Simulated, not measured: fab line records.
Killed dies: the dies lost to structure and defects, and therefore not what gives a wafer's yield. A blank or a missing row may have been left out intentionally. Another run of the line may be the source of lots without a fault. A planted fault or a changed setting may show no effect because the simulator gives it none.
The tool behind it: which one?	flow gf180mcu	38 wafers from 13 lots sampled at 4 of the route's 602 steps

## WHAT THE GAUGES READ, wafer by wafer
GF_POLY_GATE_THK_MEAS_17.
lot	measured	on	POLY_GATE_OXIDATION_THK (nm)
L592	day 9 09:10	film-metro-02	4.01 3.90 3.93
L593	day 9 19:12	film-metro-03	3.91 3.97 4.01
L595	day 10 08:12	film-metro-03	4.09 4.11 4.09
L596	day 10 14:16	film-metro-01	4.05 4.11 4.08
L601	day 11 23:18	film-metro-03	3.89 4.01 4.04
L605	day 13 07:20	film-metro-02	4.12 4.06
L607	day 13 16:17	film-metro-02	3.93 3.93 3.96
L609	day 14 06:38	film-metro-03	4.03 4.06 4.03
L610	day 14 21:06	film-metro-03	4.05 4.01 4.10
L611	day 14 23:28	film-metro-01	4.12 4.00 4.04
L612	day 15 08:43	film-metro-01	3.98 3.96 3.97
L613	day 15 09:58	film-metro-01	4.04 4.11 4.07
L615	day 16 10:08	film-metro-01	3.93 3.96 3.83

GF_HV_LDD_CD_MEAS_07 targets a cd of 400 nm.
lot	measured	on	cd-nm (nm)
L592	day 10 02:26	cd-sem-01	403.0 402.6 402.4
L593	day 10 12:41	cd-sem-02	399.9 400.0 401.3
L595	day 11 02:25	cd-sem-02	402.6 402.4 401.1
L596	day 11 09:29	cd-sem-01	401.3 400.8 400.6
L601	day 12 18:37	cd-sem-02	395.1 396.3 397.8
L605	day 14 03:11	cd-sem-01	397.8 398.0
L607	day 14 12:55	cd-sem-02	399.7 399.9 401.5
L609	day 15 03:20	cd-sem-01	403.4 401.6 402.1
L610	day 15 18:36	cd-sem-01	398.6 401.7 399.8
L611	day 15 20:52	cd-sem-02	398.0 395.9 398.3
L612	day 16 06:22	cd-sem-02	400.5 399.7 400.4
L613	day 16 07:37	cd-sem-01	397.4 399.7 395.3
L615	day 17 08:53	cd-sem-01	402.3 402.3 401.4

GF_HV_LDD_TW_MEAS_23.
lot	measured	on	HV_LDD_2_TW
L592	day 10 21:10	film-metro-04	1061 1065 1072
L593	day 11 07:53	film-metro-04	1062 1066 1061
L595	day 11 21:19	film-metro-02	1058 1052 1057
L596	day 12 04:58	film-metro-04	1066 1065 1071
L601	day 13 15:43	film-metro-01	1058 1058 1054
L605	day 15 01:08	film-metro-01	974 969
L607	day 15 11:04	film-metro-04	1068 1065 1066
L609	day 16 01:55	film-metro-01	1071 1067 1065
L610	day 16 17:08	film-metro-01	1062 1058 1061
L611	day 16 20:20	film-metro-04	1067 1071 1070
L612	day 17 05:28	film-metro-01	1058 1058 1067
L613	day 17 07:04	film-metro-02	1062 1057 1058
L615	day 18 09:08	film-metro-01	1062 1055 1058

## TOOL THAT RAN EACH LOT (tool first, then ch and the chambers of the sampled wafers, then the start)
lot	GF_HV_LDD_IMPLANT_21
L592	implanter-01 ch 0, day 10 20:55
L593	implanter-03 ch 0, day 11 07:40
L595	implanter-03 ch 0, day 11 21:04
L596	implanter-03 ch 0, day 12 04:43
L601	implanter-03 ch 0, day 13 15:29
L605	implanter-02 ch 0, day 15 00:55
L607	implanter-03 ch 0, day 15 10:49
L609	implanter-01 ch 0, day 16 01:41
L610	implanter-03 ch 0, day 16 16:55
L611	implanter-03 ch 0, day 16 20:05
L612	implanter-02 ch 0, day 17 05:13
L613	implanter-01 ch 0, day 17 06:49
L615	implanter-01 ch 0, day 18 08:54
- GF_HV_LDD_IMPLANT_21

## WHAT THE TOOLS THEMSELVES READ (means of the sampled wafers that have a number; where no wafer has one, the mark that the record gives instead)
GF_HV_LDD_IMPLANT_21.
lot	tool	beam-on-s (s)	faraday-current-uA
L592	implanter-01	9.86	286
L593	implanter-03	10.04	281
L595	implanter-03	9.96	282
L596	implanter-03	9.91	285
L601	implanter-03	10.18	277
L605	implanter-02	7.59	371
L607	implanter-03	10.04	280
L609	implanter-01	9.89	284
L610	implanter-03	9.74	289
L611	implanter-03	9.93	284
L612	implanter-02	9.91	284
L613	implanter-01	9.85	286
L615	implanter-01	10.21	277

## THE ANSWER, worked out from the rows above alone
Rule: the lots themselves supply what counts as usual. Put in order of their means at a reading, lots are off if they are a third of the lots or fewer, leave a main group of 4 or more, and stand apart from it by a gap of 3 or more times the standard deviation of the main group's means; of several such gaps the widest counts. The tables above print the reading to a certain number of digits; a main group whose means all agree to those digits is not used. A lot without any number at a reading at which 4 lots or more have one is off too. The other lots that the step has rows for count as sound. The gauges are gone through in route order, then the tools' own readings, and for those a lot's mean is taken as printed above. The first step at which some lot is off is used, and at that step the reading that is off furthest; a lot without a number counts as furthest.
Off: L605, seen at GF_HV_LDD_TW_MEAS_23 (HV_LDD_2_TW). Mean 1063 and standard deviation 4.5 in the main group.
A tool fits if, at a process step before that reading, it ran every lot that is off, and no sound lot after the first of them. The gauges at GF_HV_LDD_TW_MEAS_23 aren't tried: what is off there is off at GF_HV_LDD_IMPLANT_21 too, on other tools, and a gauge's error can't cause that. No candidate that was tried fits.

## WHAT HAD BEEN PUT IN BY THE SIMULATOR
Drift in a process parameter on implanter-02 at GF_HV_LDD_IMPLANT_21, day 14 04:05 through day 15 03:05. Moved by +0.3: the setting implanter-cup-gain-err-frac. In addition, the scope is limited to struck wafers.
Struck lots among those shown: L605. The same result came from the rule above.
